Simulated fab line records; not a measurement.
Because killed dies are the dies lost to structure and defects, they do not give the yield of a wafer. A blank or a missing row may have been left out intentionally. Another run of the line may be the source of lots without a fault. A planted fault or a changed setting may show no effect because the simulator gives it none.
Which tool is to blame? :: flow gf180mcu :: route of 602 steps, sampled at 1 step: 11 lots, 32 wafers

WHAT THE GAUGES READ, wafer by wafer
GF_V5_THK_MEAS_01. Usual: V5_CVD_00_THK typically reads 299 nm, with standard deviation 5.1.
lot: L345
measured: day 26 07:38
on: filmMetro-01
V5_CVD_00_THK (nm): 301 305 304
flag: 

lot: L347
measured: day 27 02:22
on: filmMetro-02
V5_CVD_00_THK (nm): 300 294 297
flag: 

lot: L349
measured: day 27 15:15
on: filmMetro-02
V5_CVD_00_THK (nm): 296 296 297
flag: 

lot: L350
measured: day 27 21:42
on: filmMetro-01
V5_CVD_00_THK (nm): 302 298 302
flag: 

lot: L352
measured: day 28 12:14
on: filmMetro-03
V5_CVD_00_THK (nm): 290 289 289
flag: 

lot: L353
measured: day 28 20:18
on: filmMetro-01
V5_CVD_00_THK (nm): 304 305 302
flag: 

lot: L354
measured: day 29 04:58
on: filmMetro-01
V5_CVD_00_THK (nm): 301 303 301
flag: 

lot: L361
measured: day 31 07:56
on: filmMetro-02
V5_CVD_00_THK (nm): 298 294
flag: 

lot: L365
measured: day 31 23:50
on: filmMetro-02
V5_CVD_00_THK (nm): 298 300 300
flag: 

lot: L366
measured: day 32 06:59
on: filmMetro-02
V5_CVD_00_THK (nm): 307 309 302
flag: 

lot: L367
measured: day 32 14:25
on: filmMetro-03
V5_CVD_00_THK (nm): 300 304 304
flag: 

EACH LOT AND THE TOOL THAT RAN IT (in order: tool; ch and the chambers of the sampled wafers; start)
Record: no process step prior to these readings.

WHAT THE TOOLS THEMSELVES READ (means of the sampled wafers that have a number; where no wafer has one, the mark that the record gives instead)
The record holds no such reading with a usual standard deviation.

THE ANSWER, worked out from the rows above alone
Rule: take the mean of a lot's wafers that have a number; if it is more than 3 standard deviations from the usual mean, the lot is off. A lot without any number at a reading at which 4 lots or more have one is off too. The other lots that the step has rows for count as sound. Order of review: gauges by route order, followed by the tools' own readings, for which a lot's mean as printed above is used. At the first step where some lot is off, the reading lying furthest off is the one used; lots without a number count as furthest.
Across all readings shown, no lot is off: no conclusion can be drawn from this.

WHAT WAS PUT IN BY THE SIMULATOR
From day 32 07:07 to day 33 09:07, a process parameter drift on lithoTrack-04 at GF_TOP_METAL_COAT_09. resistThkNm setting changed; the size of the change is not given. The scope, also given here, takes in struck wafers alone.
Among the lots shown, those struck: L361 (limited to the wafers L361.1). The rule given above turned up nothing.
